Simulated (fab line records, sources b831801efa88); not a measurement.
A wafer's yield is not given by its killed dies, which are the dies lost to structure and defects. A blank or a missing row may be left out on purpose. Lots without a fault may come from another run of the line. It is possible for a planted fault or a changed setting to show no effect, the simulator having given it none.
Code-filled problem report in 8D (eight disciplines) form    flow gf180mcu    the parts of the form that need people (team, actions taken, sign-off) are left out

1. THE ISSUE
HV_LDD_CVD_54_THK at GF_HV_LDD_THK_MEAS_55 reads a mean of 7.85 nm on 6 wafers of 2 lots; wafers without a fault read 9.99 nm with a standard deviation of 0.17. Relative to the usual mean, that is a shift of -13 standard deviations.
Seen first at day 16 19:08 on film metro-02, wafer L186.1. The record holds 39 wafers of 13 lots with a number at this step. By rule, "out" or "out of limits" means more than 4 standard deviations away from the usual mean. The rest of the wafers with a number are treated as sound.

2. WHAT IT IS, WHAT IT ISN'T
question                     is                            is not
which readings at this step  HV_LDD_CVD_54_THK             -
which lots                   L186, L187                    L173, L174, L175, L176, L178, L180, L182, L190, L194, L195, L196
which wafers of those lots   all that have a number        -
read on which gauges         film metro-02, film metro-04  film metro-01
when                         from day 16 19:08             up to then (21 sound wafers); but 12 sound wafers of L190, L194, L195, L196 came after

3. THE SUSPECTS, EACH WITH WHAT RULES IT OUT
Counting: a tool at any process step up to the reading remains a suspect when it ran all the lots that are out and ran no sound lot after the first of those.
- the gauge at GF_HV_LDD_THK_MEAS_55 has been ruled out. Those wafers that are out were read across 2 gauges (film metro-02, film metro-04).
- lpcvd-02 at GF_HV_LDD_CVD_54 (deposits SiO2 from TEOS, target thk 10 nm, time 75 s): ruled out as a lasting fault. Following L186 (day 16 18:07), the first lot on it that is out, the sound lots L194, L196 were run on it.
Left after counting: nothing in the record.

4. THE CAUSE (what the simulator had put in)
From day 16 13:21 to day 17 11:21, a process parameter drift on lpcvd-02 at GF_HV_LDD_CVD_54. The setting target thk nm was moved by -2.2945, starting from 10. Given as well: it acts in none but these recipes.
It was ruled out by counting, in error; the rule expects a fault to strike all lots run on its tool from its start on, and this fault did not.

5. SEQUENCE OF EFFECTS, ordered by route
Each row: a reading where the mean over the struck wafers with a number is more than 3 standard deviations away from the usual. Only readings for which the record gives a usual standard deviation are gone through. hours: the time from each lot's start at the first step in this table that gives one to its start at this step, as a median over the lots. sigmas: the change in usual standard deviations.
hours  step                   reading            usual    on struck wafers  change  sigmas
0      GF_HV_LDD_THK_MEAS_55  HV_LDD_CVD_54_THK  9.99 nm  7.85              -2.14   -13
Later steps that measure or inspect, where all struck wafers having a row at the step show a number for every such reading and not one has moved that far: GF_PSD_TW_MEAS_11.

6. WHAT WOULD HAVE CAUGHT IT SOONER
The first out-of-limits reading at a measuring or inspecting step in this record came at day 16 19:08, 6 hours after the fault's start at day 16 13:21.
Tool readings at GF_HV_LDD_CVD_54 with a usual standard deviation given in the record: none out on any struck wafer, hence no alarm at a limit of 4 standard deviations on them.
